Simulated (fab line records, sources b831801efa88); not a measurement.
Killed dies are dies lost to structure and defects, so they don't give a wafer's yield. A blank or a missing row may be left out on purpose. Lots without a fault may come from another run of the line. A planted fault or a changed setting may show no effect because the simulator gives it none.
One fault seen from 2 desks | flow sky130 | each desk has only its own numbers; what lay behind them comes last

THE TOOL OWNER'S DESK: hdpcvd-01
The tool's own readings at SKY_VIA2_HDPCVD_00 (deposits SiO2, target thk 1180 nm, time 196.7 s): means of the sampled wafers that have a number, for each lot that ran on this tool. A lot is out of limits, marked OUT, if its mean lies more than 4 standard deviations from the usual mean; the brackets give that distance.
Columns: A = pressure_mtorr at SKY_VIA2_HDPCVD_00, usual 5.999 mTorr; B = run_length_s at SKY_VIA2_HDPCVD_00, usual 224.8 s
lot  | first seen here | A     | B
L240 | day 34 11:25    | 5.995 | 224.8
L245 | day 37 08:40    | 6.001 | 255.6 (+60) OUT
L247 | day 37 13:22    | 6.017 | 255.1 (+59) OUT
L260 | day 41 19:03    | 6.004 | 224.6
L261 | day 42 02:30    | 5.998 | 224.8
L263 | day 42 03:19    | 5.993 | 225.0
L262 | day 42 07:51    | 5.988 | 225.0
This desk's finding: out of limits on L245, L247; first on L245, day 37 08:40 (run_length_s at SKY_VIA2_HDPCVD_00). In limits: L240, L260, L261, L263, L262.

THE METROLOGY DESK
What the gauges read, lot by lot, whatever tool the lot ran on: means of the sampled wafers that have a number. A lot is out of limits, marked OUT, if its mean lies more than 4 standard deviations from the usual mean; the brackets give that distance.
Columns: A = cd_nm at SKY_METAL2_CD_MEAS_15, usual 140.0 nm; B = METAL2_OVL at SKY_METAL2_OVL_MEAS_16, usual -1 nm; C = VIA2_HDPCVD_THK at SKY_VIA2_THK_MEAS_01, usual 1184 nm
lot  | first seen here | A     | B   | C
L240 | day 34 10:28    | 139.1 | -0  | 1175
L245 | day 37 07:41    | 141.4 | -3  | 1366 (+19) OUT
L247 | day 37 11:10    | 139.8 | -12 | 1370 (+19) OUT
L254 | day 39 06:37    | 139.9 | 2   | 1187
L257 | day 40 15:26    | 139.8 | 4   | 1191
L258 | day 40 20:26    | 140.3 | -1  | 1181
L259 | day 40 22:02    | 142.0 | 8   | 1181
L260 | day 41 18:07    | 137.8 | -1  | 1185
L261 | day 42 01:32    | 140.0 | 0   | 1193
L263 | day 42 01:53    | 141.1 | -6  | 1189
L262 | day 42 06:26    | 139.2 | -4  | 1179
This desk's finding: out of limits on L245, L247; first on L245, day 37 08:51 (VIA2_HDPCVD_THK at SKY_VIA2_THK_MEAS_01). In limits: L240, L254, L257, L258, L259, L260, L261, L263, L262.

PUT TOGETHER
The tool owner's desk could have raised an alarm at day 37 08:40, on L245, L247.
The metrology desk could have raised an alarm at day 37 08:51, on L245, L247.
Of the lots named, all ran SKY_VIA2_HDPCVD_00 on hdpcvd-01.

WHAT THE SIMULATOR HAD PUT IN
Process parameter drift: hdpcvd-01, from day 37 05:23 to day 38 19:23, at SKY_VIA2_HDPCVD_00. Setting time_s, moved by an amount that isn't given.
Lots struck among those shown: L245, L247.
Hours from the fault's start to each desk's first reading out of limits: the tool owner's desk, 3; the metrology desk, 3.
